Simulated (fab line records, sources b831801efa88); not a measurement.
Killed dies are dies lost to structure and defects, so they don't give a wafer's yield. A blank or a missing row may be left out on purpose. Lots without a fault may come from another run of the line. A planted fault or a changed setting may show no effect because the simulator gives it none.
Which tool did it? | flow sky130 | 11 lots, 32 wafers sampled, at 5 steps of a route of 708

WHAT THE GAUGES READ, wafer by wafer
The record holds no reading of a measuring or inspecting step that can be judged against a usual standard deviation.

WHICH TOOL RAN EACH LOT (tool, then ch and the chambers of the sampled wafers, then the start)
lot  | SKY_VIA1_ETCH_15                   | SKY_VIA2_SPUTTER_20          | SKY_VIA2_CMP_24               | SKY_METAL4_ETCH_16                | SKY_PAD_OPEN_PROBE_99
L472 | rie_diel-02 ch 1,2,3, day 33 14:18 | pvd_sputter-02, day 35 22:28 | cmp-02 ch 1,2, day 35 22:53   | rie_metal-02 ch 1, day 41 08:40   | prober-02, day 45 11:17
L473 | rie_diel-04 ch 1,2, day 34 02:28   | pvd_sputter-02, day 36 09:56 | cmp-01 ch 0,2,3, day 36 10:21 | rie_metal-02 ch 0,1, day 41 17:20 | prober-02, day 45 17:07
L474 | rie_diel-02 ch 0,1,3, day 35 05:39 | pvd_sputter-02, day 37 12:31 | cmp-02 ch 1,2,3, day 37 12:59 | rie_metal-01 ch 0,1, day 42 16:54 | prober-01, day 46 11:35
L477 | rie_diel-01 ch 1,2,3, day 35 22:10 | pvd_sputter-01, day 38 05:35 | cmp-01 ch 0,3, day 38 05:57   | rie_metal-01 ch 0,1, day 43 12:21 | prober-02, day 47 08:11
L479 | rie_diel-04 ch 0,3, day 36 12:04   | pvd_sputter-02, day 38 19:46 | cmp-02 ch 0,1,3, day 38 20:11 | rie_metal-01 ch 0,1, day 43 23:42 | prober-02, day 47 17:32
L481 | rie_diel-01 ch 1,2, day 36 22:02   | pvd_sputter-01, day 39 05:58 | cmp-01 ch 1,2, day 39 06:26   | rie_metal-01 ch 0,1, day 44 09:59 | prober-02, day 48 02:01
L488 | rie_diel-04 ch 2,3, day 38 07:55   | pvd_sputter-02, day 40 12:46 | cmp-02 ch 0,2,3, day 40 13:08 | rie_metal-03 ch 0,1, day 45 13:40 | prober-01, day 49 04:31
L489 | rie_diel-01 ch 2,3, day 38 09:27   | pvd_sputter-03, day 40 13:28 | cmp-02 ch 0,1,2, day 40 14:00 | rie_metal-02 ch 0,1, day 45 14:48 | prober-02, day 49 03:41
L493 | rie_diel-02 ch 0,2, day 40 07:45   | pvd_sputter-02, day 42 12:17 | cmp-01 ch 1,2,3, day 42 12:42 | rie_metal-01 ch 0,1, day 47 07:17 | prober-01, day 50 12:30
L494 | rie_diel-04 ch 2,3, day 40 09:02   | pvd_sputter-01, day 42 13:58 | cmp-01 ch 1,2, day 42 14:20   | rie_metal-02 ch 0,1, day 47 08:19 | prober-02, day 50 14:03
L495 | rie_diel-04 ch 1,2, day 40 10:31   | pvd_sputter-03, day 42 14:49 | cmp-01 ch 1,2, day 42 15:15   | rie_metal-01 ch 0,1, day 47 10:23 | prober-01, day 50 15:27
- SKY_VIA1_ETCH_15: etches SiO2 in C4F8/O2/Ar, stops on TiN, target depth 351 nm, time 54 s.
- SKY_VIA2_SPUTTER_20: material TiN, target thk 20 nm, time 80 s.
- SKY_VIA2_CMP_24: polishes, stops on SiO2, t overpolish 20 s, target thk 0 nm.
- SKY_METAL4_ETCH_16: etches BARC in N2/H2, stops on SiO2, time 88.2 s, target depth 60 nm.
- SKY_PAD_OPEN_PROBE_99

WHAT THE TOOLS THEMSELVES READ (means of the sampled wafers that have a number; where no wafer has one, the mark that the record gives instead)
SKY_VIA1_ETCH_15.
lot  | tool        | oes_product_au (a.u.) | run_length_s (s)
L472 | rie_diel-02 | 0.977                 | 82.7
L473 | rie_diel-04 | 0.982                 | 82.8
L474 | rie_diel-02 | 0.977                 | 82.5
L477 | rie_diel-01 | 0.977                 | 82.1
L479 | rie_diel-04 | 0.983                 | 82.1
L481 | rie_diel-01 | 0.981                 | 82.0
L488 | rie_diel-04 | 0.986                 | 82.4
L489 | rie_diel-01 | 0.977                 | 82.0
L493 | rie_diel-02 | 0.979                 | 82.7
L494 | rie_diel-04 | 0.978                 | 82.2
L495 | rie_diel-04 | 0.976                 | 82.8

SKY_VIA2_SPUTTER_20.
lot  | tool           | cathode_dc_power_W (W) | throttle_valve_pct (%)
L472 | pvd_sputter-02 | 4000.5                 | 29.8
L473 | pvd_sputter-02 | 4000.4                 | 29.9
L474 | pvd_sputter-02 | 4000.9                 | 30.3
L477 | pvd_sputter-01 | 4000.2                 | 30.6
L479 | pvd_sputter-02 | 3999.6                 | 29.1
L481 | pvd_sputter-01 | 3999.3                 | 30.0
L488 | pvd_sputter-02 | 4000.3                 | 28.9
L489 | pvd_sputter-03 | 3999.5                 | 30.5
L493 | pvd_sputter-02 | 3999.9                 | 30.4
L494 | pvd_sputter-01 | 3999.9                 | 30.2
L495 | pvd_sputter-03 | 4000.3                 | 30.3

SKY_VIA2_CMP_24.
lot  | tool   | motor_current_A (A) | overpolish_run_s (s) | time_to_endpoint_s (s)
L472 | cmp-02 | 9.4                 | 19.996               | 102
L473 | cmp-01 | 11.7                | 20.000               | 98
L474 | cmp-02 | 10.1                | 20.001               | 101
L477 | cmp-01 | 10.9                | 19.994               | 98
L479 | cmp-02 | 9.4                 | 20.003               | 103
L481 | cmp-01 | 11.8                | 20.004               | 98
L488 | cmp-02 | 10.3                | 20.002               | 101
L489 | cmp-02 | 9.8                 | 19.991               | 108
L493 | cmp-01 | 11.0                | 19.996               | 100
L494 | cmp-01 | 11.5                | 20.006               | 103
L495 | cmp-01 | 11.4                | 19.993               | 100

SKY_METAL4_ETCH_16.
lot  | tool         | drypump_motor_current_A (A) | oes_product_au (a.u.) | run_length_s (s) | throttle_valve_pct (%)
L472 | rie_metal-02 | 5.6                         | 0.621                 | 116.5            | 13.211
L473 | rie_metal-02 | 5.7                         | 0.622                 | 116.5            | 13.205
L474 | rie_metal-01 | 6.4                         | 0.623                 | 116.6            | 13.202
L477 | rie_metal-01 | 6.4                         | 0.619                 | 116.2            | 13.198
L479 | rie_metal-01 | 6.5                         | 0.698                 | 107.4            | 13.202
L481 | rie_metal-01 | 6.3                         | 0.728                 | 103.1            | 13.226
L488 | rie_metal-03 | 6.3                         | 0.628                 | 116.4            | 13.206
L489 | rie_metal-02 | 5.7                         | 0.627                 | 119.9            | 13.204
L493 | rie_metal-01 | 6.4                         | 0.622                 | 116.4            | 13.208
L494 | rie_metal-02 | 5.7                         | 0.626                 | 116.8            | 13.197
L495 | rie_metal-01 | 6.2                         | 0.624                 | 116.3            | 13.205

SKY_PAD_OPEN_PROBE_99.
lot  | tool      | defect_limited_yield (%) | killed_at_M0_to_M3 | killed_at_M4_up | killed_at_contacts | killed_at_front_end | killed_at_other | killed_dies | killed_open | killed_short | sort_bin_3_pad_short (%) | sort_bin_5_function (%) | sort_bin_6_memory (%) | sort_bin_8_speed (%) | sort_n_pass | sort_yield_pct (%)
L472 | prober-02 | 83.2                     | 39                 | 4.3             | 23                 | 16                  | 0.7             | 83          | 43          | 40           | 1.0                      | 10.3                    | 5.5                   | 0.00                 | 409         | 83.2
L473 | prober-02 | 80.1                     | 46                 | 5.7             | 29                 | 17                  | 0.3             | 98          | 51          | 47           | 1.7                      | 10.4                    | 7.8                   | 0.00                 | 394         | 80.1
L474 | prober-01 | 79.7                     | 50                 | 4.3             | 25                 | 21                  | 0.0             | 100         | 57          | 43           | 0.9                      | 11.8                    | 7.6                   | 0.00                 | 392         | 79.7
L477 | prober-02 | 82.1                     | 41                 | 3.0             | 28                 | 16                  | 0.3             | 88          | 46          | 42           | 0.7                      | 11.5                    | 5.7                   | 0.00                 | 404         | 82.1
L479 | prober-02 | 80.6                     | 44                 | 4.7             | 30                 | 16                  | 1.0             | 96          | 53          | 43           | 1.0                      | 12.1                    | 6.3                   | 0.00                 | 396         | 80.6
L481 | prober-02 | 81.5                     | 40                 | 3.5             | 28                 | 19                  | 0.5             | 91          | 52          | 38           | 0.5                      | 11.6                    | 6.4                   | 0.00                 | 401         | 81.5
L488 | prober-01 | 82.8                     | 41                 | 1.7             | 25                 | 16                  | 0.3             | 84          | 48          | 35           | 0.8                      | 10.4                    | 6.0                   | 0.00                 | 408         | 82.8
L489 | prober-02 | 82.5                     | 41                 | 2.7             | 30                 | 11                  | 0.3             | 86          | 42          | 44           | 1.2                      | 10.5                    | 5.8                   | 0.00                 | 406         | 82.5
L493 | prober-01 | 81.9                     | 43                 | 4.3             | 25                 | 17                  | 0.3             | 89          | 48          | 41           | 0.5                      | 11.3                    | 6.3                   | 0.00                 | 403         | 81.9
L494 | prober-02 | 82.3                     | 42                 | 3.0             | 23                 | 19                  | 0.7             | 87          | 44          | 43           | 1.0                      | 10.0                    | 6.6                   | 0.07                 | 405         | 82.2
L495 | prober-01 | 84.8                     | 34                 | 2.7             | 23                 | 15                  | 0.3             | 75          | 39          | 36           | 0.3                      | 8.7                     | 6.2                   | 0.00                 | 417         | 84.8

THE ANSWER, worked out from the rows above alone
Rule: what is usual is taken from the lots themselves. Put in order of their means at a reading, lots are off if they are a third of the lots or fewer, leave a main group of 4 or more, and stand apart from it by a gap of 3 or more times the standard deviation of the main group's means; of several such gaps the widest counts. A main group whose means are all the same, to the digits that the tables above print for the reading, isn't used. A lot without any number at a reading at which 4 lots or more have one is off too. The other lots that the step has rows for count as sound. The gauges are gone through in route order, then the tools' own readings, and for those a lot's mean is taken as printed above. The first step at which some lot is off is used, and at that step the reading that is off furthest; a lot without a number counts as furthest.
Off: L479, L481, at SKY_METAL4_ETCH_16 (oes_product_au). The main group: mean 0.624 a.u., standard deviation 0.0028.
A tool fits if, at that step or a process step before it, it ran every lot that is off, and no sound lot after the first of them. None of those tried fits.

WHAT THE SIMULATOR HAD PUT IN
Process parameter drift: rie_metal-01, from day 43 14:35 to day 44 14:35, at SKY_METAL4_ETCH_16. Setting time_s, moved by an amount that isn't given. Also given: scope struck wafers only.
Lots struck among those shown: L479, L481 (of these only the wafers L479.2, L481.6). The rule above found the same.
